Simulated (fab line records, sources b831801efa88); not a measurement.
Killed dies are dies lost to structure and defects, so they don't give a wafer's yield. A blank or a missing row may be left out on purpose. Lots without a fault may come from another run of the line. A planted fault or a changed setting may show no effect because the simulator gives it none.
fab line records | flow sky130
record lots=24 wafers=72 last_day=51
route steps=708 shown CAPM@539 METAL3@563 VIA3@589 VIA4@640 METAL5@663
lots that met no fault: from a run of the same line without faults
start_h: hours from the record's first day to the start of the lot's first wafer shown | wait_h: hours since the lot's step before | " the same as in the row above | L1.1+2: a row that stands for several wafers | - no value, or no start given | * or withheld: withheld | < > ~ a bound
route shown NAME@n: a module of which the file shows steps, and the number in the route of the first | usual: mean/standard deviation of fault-free wafers | same: alike in all rows | chamber/n: place in a boat | sites: the reading at each site | _std_site: their standard deviation | _edge_site: outer sites' mean less inner sites' | radius_mm: how far each site lies from the wafer's centre | mask NAME#n: copy n | behind: the tool/chamber that last shaped the wafer | hold: why the lot was held/for how many hours/how that ended | device: the transistor (n, p or np) that didn't switch | end of line: the same wafers' tests at the end of the route | a step without rows: its recipe alone | killed: dies lost to structure and defects at the first sort, not the wafer's yield | map: a wafer's dies, x killed, . not, _ none there
set.NAME: the setting as run; set.NAME@STEP: as run at that earlier step | model.NAME: the simulator's own value behind a step, which no gauge read
steps of the route over a sample of lots; a table a step, a row a wafer
services: from which hour (start_h, from the record's first day; less than 0 if before it) a tool's chamber was out of use, for how many hours, and why
## steps
# step SKY_CAPM_SPUTTER_02
# recipe material=TiN target_thk_nm=200 temp_c=300 power_w=6500 time_s=166.7 chamber_pressure_pa=0.4
# usual throttle_valve_pct=29.9/0.58
# columns lot.wafer tool chamber start_h wait_h throttle_valve_pct
L074.2 pvd_sputter-03 - 840.15 0.0 29.6
L074.3 " - " " 28.6
L074.5 " - " " 29.1
L075.1 pvd_sputter-02 - 857.07 0.1 30.2
L075.3 " - " " 29.2
L075.6 " - " " 30.1
L076.4 pvd_sputter-02 - 860.99 0.0 30.1
L076.5 " - " " 30.0
L076.6 " - " " 29.6
L077.1 pvd_sputter-02 - 867.90 0.1 30.2
L077.5 " - " " 29.4
L077.6 " - " " 30.1
L078.1 pvd_sputter-02 - 875.73 0.1 29.8
L078.3 " - " " 29.9
L078.5 " - " " 29.9
L079.1 pvd_sputter-02 - 888.02 0.1 29.4
L079.2 " - " " 30.2
L079.3 " - " " 30.0
L082.1 pvd_sputter-02 - 905.99 0.1 29.9
L082.4 " - " " 29.9
L082.5 " - " " 29.0
L081.2 pvd_sputter-01 - 907.38 0.0 30.6
L081.3 " - " " 31.4
L081.6 " - " " 31.4
L080.3 pvd_sputter-02 - 908.04 0.0 30.1
L080.5 " - " " 29.9
L080.6 " - " " 29.4
L083.2 pvd_sputter-02 - 919.79 0.0 30.2
L083.3 " - " " 30.2
L083.4 " - " " 29.6
L084.2 pvd_sputter-02 - 927.74 0.0 29.9
L084.5 " - " " 29.4
L084.6 " - " " 30.0
L085.1 pvd_sputter-01 - 931.40 0.1 31.4
L085.4 " - " " 30.4
L085.6 " - " " 30.9
L086.2 pvd_sputter-03 - 939.29 0.0 29.5
L086.4 " - " " 29.1
L086.5 " - " " 29.6
L087.1 pvd_sputter-01 - 942.80 0.1 30.7
L087.2 " - " " 29.8
L087.5 " - " " 30.0
L088.1 pvd_sputter-02 - 948.52 0.1 30.0
L088.3 " - " " 30.3
L088.5 " - " " 30.1
L089.3 pvd_sputter-01 - 957.89 0.0 30.3
L089.4 " - " " 30.4
L089.5 " - " " 31.1
L090.1 pvd_sputter-02 - 969.62 0.1 30.1
L090.2 " - " " 29.6
L090.3 " - " " 30.2
L091.1 pvd_sputter-02 - 973.78 0.1 30.2
L091.3 " - " " 30.0
L091.6 " - " " 30.3
L092.1 pvd_sputter-02 - 974.08 0.1 29.4
L092.2 " - " " 30.1
L092.6 " - " " 29.6
L093.1 pvd_sputter-03 - 990.84 0.1 29.8
L093.2 " - " " 29.1
L093.4 " - " " 28.5
L094.1 pvd_sputter-03 - 993.33 0.1 29.5
L094.3 " - " " 29.3
L094.5 " - " " 29.7
L095.1 pvd_sputter-03 - 997.04 0.1 29.0
L095.2 " - " " 29.6
L095.6 " - " " 29.4
L096.1 pvd_sputter-02 - 999.76 0.1 30.1
L096.2 " - " " 29.8
L096.5 " - " " 30.1
L097.2 pvd_sputter-02 - 1039.52 0.0 29.6
L097.3 " - " " 30.2
L097.5 " - " " 29.8
# step SKY_METAL3_CD_MEAS_13
# recipe target_cd_nm=300
# usual cd_nm=300.0/1.3
# columns lot.wafer tool chamber start_h wait_h cd_nm
L074.2 cd_sem-01 - 891.38 - 299.5
L074.3 " - " " 301.1
L074.5 " - " " 299.6
L075.1 cd_sem-01 - 909.66 - 299.9
L075.3 " - " " 301.6
L075.6 " - " " 301.5
L076.4 cd_sem-02 - 912.69 - 301.0
L076.5 " - " " 299.2
L076.6 " - " " 299.7
L077.1 cd_sem-01 - 918.97 - 299.4
L077.5 " - " " 300.5
L077.6 " - " " 299.3
L078.1 cd_sem-01 - 926.51 - 299.5
L078.3 " - " " 300.3
L078.5 " - " " 298.1
L079.1 cd_sem-02 - 937.84 - 300.5
L079.2 " - " " 298.8
L079.3 " - " " 299.4
L082.1 cd_sem-02 - 954.73 - 298.8
L082.4 " - " " 297.9
L082.5 " - " " 299.3
L081.2 cd_sem-02 - 955.90 - 298.1
L081.3 " - " " 297.7
L081.6 " - " " 299.3
L080.3 cd_sem-01 - 956.95 - 299.0
L080.5 " - " " 299.3
L080.6 " - " " 301.3
L083.2 cd_sem-01 - 967.16 - 300.3
L083.3 " - " " 299.6
L083.4 " - " " 299.3
L084.2 cd_sem-02 - 972.03 - 299.9
L084.5 " - " " 301.4
L084.6 " - " " 300.9
L085.1 cd_sem-01 - 976.51 - 303.3
L085.4 " - " " 302.8
L085.6 " - " " 302.3
L086.2 cd_sem-02 - 983.66 - 301.8
L086.4 " - " " 302.5
L086.5 " - " " 301.2
L087.1 cd_sem-02 - 989.16 - 297.7
L087.2 " - " " 297.8
L087.5 " - " " 299.0
L088.1 cd_sem-02 - 993.48 - 300.3
L088.3 " - " " 301.0
L088.5 " - " " 300.2
L089.3 cd_sem-02 - 1002.30 - 301.5
L089.4 " - " " 301.2
L089.5 " - " " 301.3
L090.1 cd_sem-02 - 1015.71 - 299.5
L090.2 " - " " 299.9
L090.3 " - " " 300.1
L091.1 cd_sem-02 - 1020.49 - 300.4
L091.3 " - " " 301.0
L091.6 " - " " 301.0
L092.1 cd_sem-01 - 1020.84 - 301.4
L092.2 " - " " 301.0
L092.6 " - " " 300.5
L093.1 cd_sem-01 - 1037.01 - 299.6
L093.2 " - " " 296.6
L093.4 " - " " 299.4
L094.1 cd_sem-02 - 1039.58 - 299.9
L094.3 " - " " 300.5
L094.5 " - " " 299.8
L095.1 cd_sem-02 - 1042.46 - 299.4
L095.2 " - " " 300.2
L095.6 " - " " 299.3
L096.1 cd_sem-01 - 1045.59 - 300.2
L096.2 " - " " 299.9
L096.5 " - " " 298.7
L097.2 cd_sem-01 - 1082.63 - 299.6
L097.3 " - " " 299.7
L097.5 " - " " 299.9
# step SKY_VIA3_STRIP_16
# recipe chemistry=O2/N2 power_w=1400 pressure_mtorr=1500 platen_temp_c=withheld o2_flow_sccm=3000 n2_flow_sccm=300 overash_fraction=0.5
# usual chamber_pressure_mTorr=1500.1/1.4 drypump_motor_current_A=5.8/0.37 oes_product_au=0.402/0.0046 strip_time_to_endpoint_s=4.13/0.031
# columns lot.wafer tool chamber start_h wait_h chamber_pressure_mTorr drypump_motor_current_A oes_product_au rf_hours_counter_h strip_time_to_endpoint_s
L074.2 plasma_asher-01 1 918.36 0.0 1503.4 6.3 0.397 51 4.12
L074.3 " 0 " " 1499.7 5.5 0.401 - 4.13
L074.5 " 0 " " 1498.7 5.5 0.396 - 4.13
L075.1 plasma_asher-03 0 935.83 0.0 1498.3 6.3 0.395 113 4.09
L075.3 " 0 " " 1499.7 6.3 0.407 - 4.10
L075.6 " 1 " " 1499.4 5.6 0.406 - 4.13
L076.4 plasma_asher-04 0 938.72 0.1 1499.3 5.9 0.402 - 4.13
L076.5 " 0 " " 1501.0 5.9 0.401 - 4.12
L076.6 " 1 " " 1502.0 5.3 0.404 - 4.15
L077.1 plasma_asher-01 1 945.48 0.0 1497.8 6.3 0.403 54 4.14
L077.5 " 1 " " 1499.5 6.3 0.392 - 4.14
L077.6 " 0 " " 1501.0 5.5 0.402 - 4.13
L078.1 plasma_asher-04 1 952.87 0.0 1499.2 5.3 0.404 18 4.12
L078.3 " 1 " " 1500.5 5.3 0.403 - 4.11
L078.5 " 1 " " 1500.3 5.3 0.406 - 4.11
L079.1 plasma_asher-04 0 963.57 0.0 1500.7 5.9 0.407 19 4.14
L079.2 " 1 " " 1499.6 5.3 0.403 19 4.09
L079.3 " 0 " " 1499.0 5.9 0.407 - 4.14
L082.1 plasma_asher-01 1 989.47 0.0 1498.8 6.3 0.408 58 4.16
L082.4 " 1 " " 1500.9 6.3 0.409 - 4.17
L082.5 " 0 " " 1498.0 5.6 0.404 - 4.15
L081.2 plasma_asher-04 1 989.63 0.0 1501.2 5.3 0.405 21 4.13
L081.3 " 0 " " 1500.9 5.9 0.405 - 4.10
L081.6 " 1 " " 1501.2 5.3 0.397 - 4.12
L080.3 plasma_asher-03 1 990.80 0.1 1501.4 5.6 0.393 - 4.12
L080.5 " 1 " " 1499.4 5.6 0.404 - 4.13
L080.6 " 0 " " 1500.6 6.3 0.392 - 4.12
L083.2 plasma_asher-01 0 995.82 0.0 1501.8 5.5 0.398 59 4.12
L083.3 " 0 " " 1503.6 5.5 0.403 - 4.14
L083.4 " 1 " " 1499.6 6.3 0.391 - 4.10
L084.2 plasma_asher-04 1 997.85 0.0 1501.5 5.3 0.398 22 4.06
L084.5 " 0 " " 1499.3 5.9 0.406 - 4.14
L084.6 " 1 " " 1499.2 5.3 0.403 - 4.11
L085.1 plasma_asher-03 0 1001.57 0.0 1499.6 6.3 0.402 120 4.13
L085.4 " 1 " " 1501.2 5.6 0.408 - 4.17
L085.6 " 1 " " 1501.7 5.6 0.402 - 4.16
L086.2 plasma_asher-01 0 1006.88 0.0 1501.6 5.5 0.395 60 4.11
L086.4 " 1 " " 1499.3 6.3 0.397 - 4.10
L086.5 " 1 " " 1503.1 6.3 0.399 - 4.10
L087.1 plasma_asher-04 1 1014.17 0.0 1499.3 5.3 0.403 23 4.16
L087.2 " 0 " " 1499.1 5.9 0.410 23 4.16
L087.5 " 0 " " 1499.3 5.9 0.402 - 4.13
L088.1 plasma_asher-04 0 1018.39 0.0 1503.1 5.9 0.402 24 4.16
L088.3 " 0 " " 1500.8 5.9 0.394 - 4.14
L088.5 " 0 " " 1498.7 5.9 0.407 - 4.13
L089.3 plasma_asher-04 1 1026.50 0.1 1500.5 5.3 0.407 - 4.15
L089.4 " 0 " " 1500.1 5.9 0.400 - 4.15
L089.5 " 1 " " 1501.5 5.3 0.401 - 4.15
L090.1 plasma_asher-03 1 1040.53 0.0 1497.3 5.6 0.395 124 4.11
L090.2 " 0 " " 1501.7 6.3 0.400 124 4.16
L090.3 " 0 " " 1501.8 6.3 0.396 - 4.09
L091.1 plasma_asher-04 1 1045.72 0.0 1499.6 5.3 0.407 27 4.12
L091.3 " 0 " " 1501.2 5.9 0.403 - 4.13
L091.6 " 0 " " 1501.0 5.9 0.396 - 4.07
L092.1 plasma_asher-03 0 1045.92 0.0 1499.4 6.3 0.404 124 4.17
L092.2 " 1 " " 1498.9 5.6 0.403 124 4.23
L092.6 " 1 " " 1500.4 5.6 0.399 - 4.19
L093.1 plasma_asher-01 1 1060.88 0.0 1500.7 6.3 0.402 65 4.13
L093.2 " 0 " " 1502.2 5.5 0.397 65 4.15
L093.4 " 0 " " 1500.6 5.5 0.401 - 4.13
L094.1 plasma_asher-04 1 1063.07 0.0 1496.8 5.3 0.409 29 4.15
L094.3 " 1 " " 1501.3 5.3 0.398 - 4.18
L094.5 " 0 " " 1500.5 5.9 0.412 - 4.15
L095.1 plasma_asher-04 1 1066.52 0.0 1498.4 5.3 0.402 29 4.13
L095.2 " 0 " " 1500.1 5.9 0.400 29 4.15
L095.6 " 0 " " 1498.8 5.9 0.400 - 4.16
L096.1 plasma_asher-01 1 1069.07 0.0 1501.1 6.3 0.407 66 4.11
L096.2 " 0 " " 1499.9 5.5 0.398 66 4.08
L096.5 " 1 " " 1500.0 6.2 0.402 - 4.14
L097.2 plasma_asher-01 1 1104.57 0.0 1498.0 6.2 0.402 70 4.07
L097.3 " 1 " " 1501.8 6.3 0.406 - 4.13
L097.5 " 0 " " 1499.3 5.5 0.405 - 4.08
# step SKY_VIA4_THK_MEAS_01
# recipe reads=SiO2_of_VIA4_HDPCVD_00
# usual VIA4_HDPCVD_THK=1745/16
# columns lot.wafer tool chamber start_h wait_h VIA4_HDPCVD_THK[nm]
L074.2 film_metro-01 - 968.88 0.1 1748
L074.3 " - " " 1750
L074.5 " - " " 1748
L075.1 film_metro-04 - 983.16 0.1 1733
L075.3 " - " " 1765
L075.6 " - " " 1743
L076.4 film_metro-04 - 986.29 0.0 1754
L076.5 " - " " 1717
L076.6 " - " " 1730
L077.1 film_metro-02 - 993.80 0.1 1746
L077.5 " - " " 1748
L077.6 " - " " 1735
L078.1 film_metro-02 - 999.51 0.1 1760
L078.3 " - " " 1749
L078.5 " - " " 1762
L079.1 film_metro-02 - 1011.13 0.1 1758
L079.2 " - " " 1756
L079.3 " - " " 1738
L082.1 film_metro-02 - 1037.94 0.1 1758
L082.4 " - " " 1753
L082.5 " - " " 1751
L081.2 film_metro-01 - 1038.99 0.2 1766
L081.3 " - " " 1765
L081.6 " - " " 1758
L080.3 film_metro-04 - 1039.41 0.1 1739
L080.5 " - " " 1727
L080.6 " - " " 1711
L083.2 film_metro-02 - 1044.70 0.1 1740
L083.3 " - " " 1756
L083.4 " - " " 1763
L084.2 film_metro-04 - 1046.50 0.1 1746
L084.5 " - " " 1765
L084.6 " - " " 1764
L085.1 film_metro-01 - 1048.56 0.1 1729
L085.4 " - " " 1740
L085.6 " - " " 1747
L086.2 film_metro-01 - 1054.85 0.1 1760
L086.4 " - " " 1766
L086.5 " - " " 1774
L087.1 film_metro-01 - 1062.67 0.1 1764
L087.2 " - " " 1759
L087.5 " - " " 1762
L088.1 film_metro-01 - 1066.87 0.1 1739
L088.3 " - " " 1731
L088.5 " - " " 1718
L089.3 film_metro-01 - 1072.32 0.1 1711
L089.4 " - " " 1732
L089.5 " - " " 1715
L090.1 film_metro-04 - 1087.58 0.1 1742
L090.2 " - " " 1748
L090.3 " - " " 1729
L091.1 film_metro-01 - 1091.88 0.1 1729
L091.3 " - " " 1738
L091.6 " - " " 1706
L092.1 film_metro-01 - 1092.36 0.1 1757
L092.2 " - " " 1749
L092.6 " - " " 1743
L093.1 film_metro-01 - 1104.87 0.1 1756
L093.2 " - " " 1747
L093.4 " - " " 1742
L094.1 film_metro-04 - 1108.49 0.1 1752
L094.3 " - " " 1725
L094.5 " - " " 1743
L095.1 film_metro-01 - 1109.54 0.1 1727
L095.2 " - " " 1751
L095.6 " - " " 1739
L096.1 film_metro-02 - 1112.74 0.1 1734
L096.2 " - " " 1742
L096.5 " - " " 1727
L097.2 film_metro-04 - 1146.02 0.1 1744
L097.3 " - " " 1742
L097.5 " - " " 1735
# step SKY_VIA4_CVD_18
# recipe material=W target_thk_nm=505 time_s=152.14 temp_c=400 pressure_torr=40
# usual heater_power_w=838/87
# columns lot.wafer tool chamber start_h wait_h heater_power_w since_wet_clean_h
L074.2 cvd_w-01 0 996.31 0.0 889 580
L074.3 " 1 " " 730 -
L074.5 " 1 " " 720 -
L075.1 cvd_w-01 1 1006.59 0.0 724 590
L075.3 " 1 " " 739 -
L075.6 " 1 " " 713 -
L076.4 cvd_w-02 1 1009.47 0.1 939 -
L076.5 " 1 " " 923 -
L076.6 " 0 " " 798 -
L077.1 cvd_w-01 0 1017.70 0.0 937 602
L077.5 " 1 " " 735 -
L077.6 " 0 " " 888 -
L078.1 cvd_w-01 1 1022.77 0.0 752 607
L078.3 " 1 " " 722 -
L078.5 " 0 " " 919 -
L079.1 cvd_w-01 0 1034.24 0.0 897 618
L079.2 " 1 " " 727 618
L079.3 " 0 " " 896 -
L082.1 cvd_w-02 1 1060.85 0.0 940 143
L082.4 " 0 " " 797 -
L082.5 " 0 " " 774 -
L081.2 cvd_w-02 1 1062.34 0.0 917 144
L081.3 " 1 " " 943 -
L081.6 " 1 " " 941 -
L080.3 cvd_w-02 1 1062.69 0.1 931 -
L080.5 " 0 " " 798 -
L080.6 " 1 " " 934 -
L083.2 cvd_w-01 0 1067.95 0.0 915 652
L083.3 " 1 " " 719 -
L083.4 " 0 " " 915 -
L084.2 cvd_w-02 0 1069.39 0.0 795 151
L084.5 " 0 " " 795 -
L084.6 " 1 " " 937 -
L085.1 cvd_w-01 1 1071.32 0.0 741 655
L085.4 " 1 " " 731 -
L085.6 " 0 " " 896 -
L086.2 cvd_w-02 1 1077.59 0.0 946 160
L086.4 " 0 " " 808 -
L086.5 " 1 " " 922 -
L087.1 cvd_w-01 0 1085.07 0.0 932 669
L087.2 " 1 " " 749 669
L087.5 " 0 " " 887 -
L088.1 cvd_w-02 1 1088.25 0.0 947 170
L088.3 " 0 " " 784 -
L088.5 " 1 " " 897 -
L089.3 cvd_w-02 1 1094.31 0.1 935 -
L089.4 " 0 " " 793 -
L089.5 " 0 " " 797 -
L090.1 cvd_w-02 0 1108.84 0.0 782 191
L090.2 " 1 " " 940 191
L090.3 " 0 " " 797 -
L091.1 cvd_w-02 1 1113.92 0.0 939 196
L091.3 " 1 " " 953 -
L091.6 " 0 " " 791 -
L092.1 cvd_w-02 0 1114.19 0.0 792 196
L092.2 " 1 " " 942 196
L092.6 " 0 " " 788 -
L093.1 cvd_w-01 0 1125.12 0.0 920 709
L093.2 " 1 " " 719 709
L093.4 " 0 " " 916 -
L094.1 cvd_w-01 1 1128.80 0.0 725 713
L094.3 " 1 " " 741 -
L094.5 " 0 " " 934 -
L095.1 cvd_w-02 0 1131.36 0.0 788 213
L095.2 " 1 " " 944 213
L095.6 " 0 " " 797 -
L096.1 cvd_w-01 1 1134.14 0.0 743 718
L096.2 " 0 " " 902 718
L096.5 " 0 " " 915 -
L097.2 cvd_w-01 1 1164.02 0.1 738 -
L097.3 " 1 " " 724 -
L097.5 " 1 " " 737 -
# step SKY_METAL5_SPUTTER_02
# recipe material=AlCu target_thk_nm=1150 power_w=10600 time_s=61.2 chamber_pressure_pa=0.4
# usual throttle_valve_pct=30.4/1
# columns lot.wafer tool chamber start_h wait_h throttle_valve_pct
L074.2 pvd_sputter-04 - 997.12 0.0 30.6
L074.3 " - " " 29.4
L074.5 " - " " 29.1
L075.1 pvd_sputter-02 - 1007.27 0.0 30.2
L075.3 " - " " 29.8
L075.6 " - " " 30.1
L076.4 pvd_sputter-04 - 1010.10 0.0 30.4
L076.5 " - " " 32.3
L076.6 " - " " 30.7
L077.1 pvd_sputter-01 - 1018.48 0.0 30.5
L077.5 " - " " 30.5
L077.6 " - " " 31.0
L078.1 pvd_sputter-02 - 1023.45 0.0 29.4
L078.3 " - " " 29.8
L078.5 " - " " 29.9
L079.1 pvd_sputter-01 - 1034.92 0.0 30.2
L079.2 " - " " 29.7
L079.3 " - " " 31.1
L082.1 pvd_sputter-01 - 1061.53 0.0 31.0
L082.4 " - " " 31.1
L082.5 " - " " 30.5
L081.2 pvd_sputter-01 - 1063.09 0.0 31.5
L081.3 " - " " 30.6
L081.6 " - " " 31.0
L080.3 pvd_sputter-02 - 1063.69 0.0 30.3
L080.5 " - " " 29.9
L080.6 " - " " 30.1
L083.2 pvd_sputter-04 - 1068.63 0.0 29.1
L083.3 " - " " 30.7
L083.4 " - " " 32.5
L084.2 pvd_sputter-02 - 1070.13 0.0 29.2
L084.5 " - " " 30.2
L084.6 " - " " 29.9
L085.1 pvd_sputter-04 - 1072.00 0.0 30.8
L085.4 " - " " 29.0
L085.6 " - " " 30.6
L086.2 pvd_sputter-04 - 1078.27 0.0 30.6
L086.4 " - " " 28.9
L086.5 " - " " 32.5
L087.1 pvd_sputter-04 - 1085.75 0.0 30.7
L087.2 " - " " 29.3
L087.5 " - " " 29.1
L088.1 pvd_sputter-04 - 1089.19 0.0 29.0
L088.3 " - " " 28.9
L088.5 " - " " 29.0
L089.3 pvd_sputter-04 - 1095.05 0.0 32.4
L089.4 " - " " 30.7
L089.5 " - " " 30.4
L090.1 pvd_sputter-02 - 1109.96 0.0 30.0
L090.2 " - " " 30.0
L090.3 " - " " 29.4
L091.1 pvd_sputter-01 - 1114.76 0.0 30.1
L091.3 " - " " 30.3
L091.6 " - " " 30.1
L092.1 pvd_sputter-04 - 1115.06 0.0 29.3
L092.2 " - " " 30.9
L092.6 " - " " 29.0
L093.1 pvd_sputter-04 - 1125.80 0.0 30.3
L093.2 " - " " 29.3
L093.4 " - " " 32.7
L094.1 pvd_sputter-02 - 1129.48 0.0 30.5
L094.3 " - " " 30.0
L094.5 " - " " 30.1
L095.1 pvd_sputter-02 - 1132.04 0.0 30.1
L095.2 " - " " 29.3
L095.6 " - " " 29.4
L096.1 pvd_sputter-01 - 1135.12 0.0 29.8
L096.2 " - " " 31.4
L096.5 " - " " 31.1
L097.2 pvd_sputter-01 - 1164.80 0.0 31.0
L097.3 " - " " 30.0
L097.5 " - " " 31.1
## services
# columns tool chamber start_h hours kind
plasma_asher-04 - 817.53 14.6 pm
pvd_sputter-01 - 830.32 6.7 repair
plasma_asher-04 - 838.07 0.9 repair
pvd_sputter-01 - 848.58 1.0 repair
pvd_sputter-03 - 849.68 2.0 repair
pvd_sputter-01 - 853.10 0.7 repair
pvd_sputter-01 - 882.44 2.7 repair
pvd_sputter-02 - 890.26 7.2 repair
plasma_asher-04 - 900.02 9.3 repair
cvd_w-02 - 904.00 14.0 pm
plasma_asher-01 - 948.41 1.1 repair
cvd_w-01 1 961.12 16.4 repair
pvd_sputter-01 - 973.24 4.6 repair
pvd_sputter-03 - 977.63 3.7 repair
pvd_sputter-04 - 998.61 2.4 repair
cvd_w-02 - 1000.34 6.9 pm
plasma_asher-04 - 1056.23 2.3 repair
cvd_w-01 - 1062.48 0.5 repair
pvd_sputter-02 - 1074.91 8.7 repair
plasma_asher-04 - 1094.25 0.9 repair
cvd_w-01 - 1095.13 6.9 pm
cvd_w-02 0 1139.23 6.3 repair
cvd_w-01 - 1139.80 0.7 repair
cvd_w-01 0 1160.82 18.9 repair
## key
fault none
